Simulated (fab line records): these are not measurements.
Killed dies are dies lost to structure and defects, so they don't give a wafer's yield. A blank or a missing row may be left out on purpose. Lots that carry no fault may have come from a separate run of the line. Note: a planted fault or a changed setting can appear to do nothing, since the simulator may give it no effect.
Which tool is to blame? :: flow sky130 :: 6 lots, 18 wafers sampled, at 2 steps of a route of 708

== WHAT THE GAUGES SHOWED, per wafer ==
SKY_CONTACT_THK_MEAS_01.
lot: L910
measured: day 30 19:50
on: film-metro-03
CONTACT_CVD_00_THK (nm): 74.4 73.8 74.7

lot: L916
measured: day 32 16:20
on: film-metro-03
CONTACT_CVD_00_THK (nm): 74.1 74.0 74.1

lot: L917
measured: day 33 04:26
on: film-metro-04
CONTACT_CVD_00_THK (nm): 74.3 74.9 75.3

lot: L923
measured: day 34 16:02
on: film-metro-03
CONTACT_CVD_00_THK (nm): 72.4 74.3 74.3

lot: L921
measured: day 34 22:25
on: film-metro-01
CONTACT_CVD_00_THK (nm): 74.5 75.7 75.1

lot: L932
measured: day 37 14:56
on: film-metro-01
CONTACT_CVD_00_THK (nm): 74.6 75.6 76.0

== EACH LOT AND THE TOOL THAT RAN IT (in order: tool; ch and the chambers of the sampled wafers; start) ==
lot: L910
SKY_LI_CONTACT_ETCH_15: rie-diel-04 ch 1,3, day 29 14:32

lot: L916
SKY_LI_CONTACT_ETCH_15: rie-diel-01 ch 1,2,3, day 31 10:55

lot: L917
SKY_LI_CONTACT_ETCH_15: rie-diel-04 ch 1,2, day 31 23:07

lot: L923
SKY_LI_CONTACT_ETCH_15: rie-diel-01 ch 1,3, day 33 12:10

lot: L921
SKY_LI_CONTACT_ETCH_15: rie-diel-02 ch 0,1,2, day 33 18:01

lot: L932
SKY_LI_CONTACT_ETCH_15: rie-diel-01 ch 1,3, day 36 11:19
- SKY_LI_CONTACT_ETCH_15: etches PSG in C4F8/O2/Ar, stops on Si, target depth 600 nm.

== THE ANSWER, worked out from the rows above alone ==
Rule: the usual values come from the lots themselves. The widest of any qualifying gaps counts: lots, ordered by their means at a reading, are off when they make up no more than a third of the lots, leave a main group of 4 or more, and stand apart from it by 3 or more times the standard deviation of that group's means. A main group is skipped when, at the precision printed for the reading in the tables above, its means are all equal. Also off: a lot with no number at a reading for which 4 or more lots have one. Where the step has rows for the other lots, those lots are counted as sound.
No lot is off at any reading shown: from this, nothing can be told.

== WHAT WAS PUT IN BY THE SIMULATOR ==
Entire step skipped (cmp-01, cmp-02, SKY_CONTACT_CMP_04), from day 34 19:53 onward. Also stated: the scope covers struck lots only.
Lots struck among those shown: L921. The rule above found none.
